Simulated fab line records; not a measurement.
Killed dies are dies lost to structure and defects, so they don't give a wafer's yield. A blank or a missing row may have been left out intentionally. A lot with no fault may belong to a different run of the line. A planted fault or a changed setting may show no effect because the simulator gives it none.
A lot that was struck, set against a sound lot | flow sky130 | 26 steps out of a route of 708
Sound: wafers L869.4, L869.5, L869.6. Struck: wafers L873.1, L873.3, L873.6. Last of all comes the cause.
At each step with rows: each side's tool, then ch and its chambers, then its first start. Under that, the readings that differ: sound wafers | struck wafers | difference of the means | sigmas: that difference in standard deviations of wafers without a fault.
alike: a reading whose means differ by less than 2 such deviations, as well as words and numbers matching on both sides. not compared: withheld readings; readings where some wafer has no value; bounds like >300 that might hide an equal value; numbers whose values overlap and for which the record gives no deviation.
The two part at a step that has a row with sigmas, a row that says differs or no value, or rows on one side only. Numbers that have no deviation but don't overlap get no sigmas and don't part them. A reading missing from all wafers of one side parts the sides only when that side holds two or more wafers.

SKY_VT_ADJUST_NCORE_STRIP_10: strips in O2/N2.
  sound on plasmaAsher-01 ch 0,1, day 7 18:59; struck on plasmaAsher-01 ch 0,1, day 8 10:34
reading                  | sound             | struck            | difference | sigmas
stripTimeToEndpointS (s) | 14.21 14.27 14.23 | 14.16 14.15 14.18 | -0.07      | -2
  alike: chamberPressureMTorr, drypumpMotorCurrentA, oesProductAu
  not compared: rfHoursCounterH
SKY_VT_ADJUST_NCORE_TW_MEAS_11:
  sound: filmMetro-01 at day 7 19:04; struck: filmMetro-04 at day 8 10:40
reading            | sound             | struck            | difference | sigmas
VT_ADJUST_NCORE_TW | 216.3 217.3 216.9 | 221.4 221.7 220.8 | +4.5       | +2
then, 7 steps without rows for these wafers: SKY_VT_ADJUST_HVTR_DEHYDRATE_00 (time 60 s); SKY_VT_ADJUST_HVTR_HMDS_01 (prime time 60 s); SKY_VT_ADJUST_HVTR_COAT_02 (resist thk 1140 nm); SKY_VT_ADJUST_HVTR_SOFTBAKE_03 (time 60 s); SKY_VT_ADJUST_HVTR_EXPOSE_04 (exposes mask HVTRM, target cd 380 nm); SKY_VT_ADJUST_HVTR_PEB_05; SKY_VT_ADJUST_HVTR_DEVELOP_06 (develop time 60 s).
SKY_VT_ADJUST_HVTR_CD_MEAS_07: the cd target is 380 nm.
  sound: cdSem-01 at day 8 06:18; struck: cdSem-01 at day 8 19:53
  alike: cdNm
SKY_VT_ADJUST_HVTR_OVL_MEAS_08:
  sound: overlay-02 at day 8 06:23; struck: overlay-02 at day 8 20:01
  alike: VT_ADJUST_HVTR_OVL
then, 1 step without rows for these wafers: SKY_VT_ADJUST_HVTR_IMPLANT_09.
SKY_VT_ADJUST_HVTR_STRIP_10: strips in O2/N2.
  sound on plasmaAsher-04 ch 0,1, day 8 06:35; struck on plasmaAsher-04 ch 0,1, day 8 20:11
  no value came back on the struck wafers for any of 5 readings (chamberPressureMTorr (mTorr), drypumpMotorCurrentA (A) and others); on the sound wafers chamberPressureMTorr (mTorr) reads 1500.7 1499.7 1498.8
reading                                            | sound | struck         | difference | sigmas
model.NOVOLAK_of_VT_ADJUST_HVTR_COAT_02.thkNm (nm) | 0 0 0 | 1137 1138 1140 | +1138      | 
  not compared: rfHoursCounterH
SKY_VT_ADJUST_HVTR_TW_MEAS_11:
  sound: filmMetro-03 at day 8 06:40; struck: filmMetro-02 at day 8 20:17
  alike: VT_ADJUST_HVTR_TW
then, 7 steps without rows for these wafers: SKY_VT_ADJUST_PCH_DEHYDRATE_00 (time 60 s); SKY_VT_ADJUST_PCH_HMDS_01 (prime time 60 s); SKY_VT_ADJUST_PCH_COAT_02 (resist thk 3000 nm); SKY_VT_ADJUST_PCH_SOFTBAKE_03; SKY_VT_ADJUST_PCH_EXPOSE_04 (exposes mask NWM, target cd 840 nm); SKY_VT_ADJUST_PCH_PEB_05; SKY_VT_ADJUST_PCH_DEVELOP_06 (develop time 60 s).
SKY_VT_ADJUST_PCH_OVL_MEAS_07:
  sound: overlay-02 at day 8 16:57; struck: overlay-02 at day 9 17:07
  alike: VT_ADJUST_PCH_OVL
then, 1 step without rows for these wafers: SKY_VT_ADJUST_PCH_IMPLANT_08.
SKY_VT_ADJUST_PCH_STRIP_09: strips in O2/N2.
  sound on plasmaAsher-04 ch 0,1, day 8 17:10; struck on plasmaAsher-02 ch 0, day 9 17:17
reading                  | sound             | struck            | difference | sigmas
stripTimeToEndpointS (s) | 37.11 36.93 37.07 | 53.86 53.94 53.81 | +16.83     | +99 or more
  alike: chamberPressureMTorr, drypumpMotorCurrentA, oesProductAu
  not compared: rfHoursCounterH
SKY_VT_ADJUST_PCH_TW_MEAS_10:
  sound: filmMetro-04 at day 8 17:15; struck: filmMetro-02 at day 9 17:40
reading          | sound             | struck         | difference | sigmas
VT_ADJUST_PCH_TW | 143.9 144.4 143.5 | 29.8 29.8 29.8 | -114.1     | -99 or more
  not compared: hold
SKY_PAD_OPEN_PROBE_99:
  sound wafers here have rows in the record (prober-02, day 44 09:16); struck ones have none

WHERE THEY PART
First at SKY_VT_ADJUST_NCORE_STRIP_10; last, within this record, at SKY_PAD_OPEN_PROBE_99.

WHY: what the simulator had put in
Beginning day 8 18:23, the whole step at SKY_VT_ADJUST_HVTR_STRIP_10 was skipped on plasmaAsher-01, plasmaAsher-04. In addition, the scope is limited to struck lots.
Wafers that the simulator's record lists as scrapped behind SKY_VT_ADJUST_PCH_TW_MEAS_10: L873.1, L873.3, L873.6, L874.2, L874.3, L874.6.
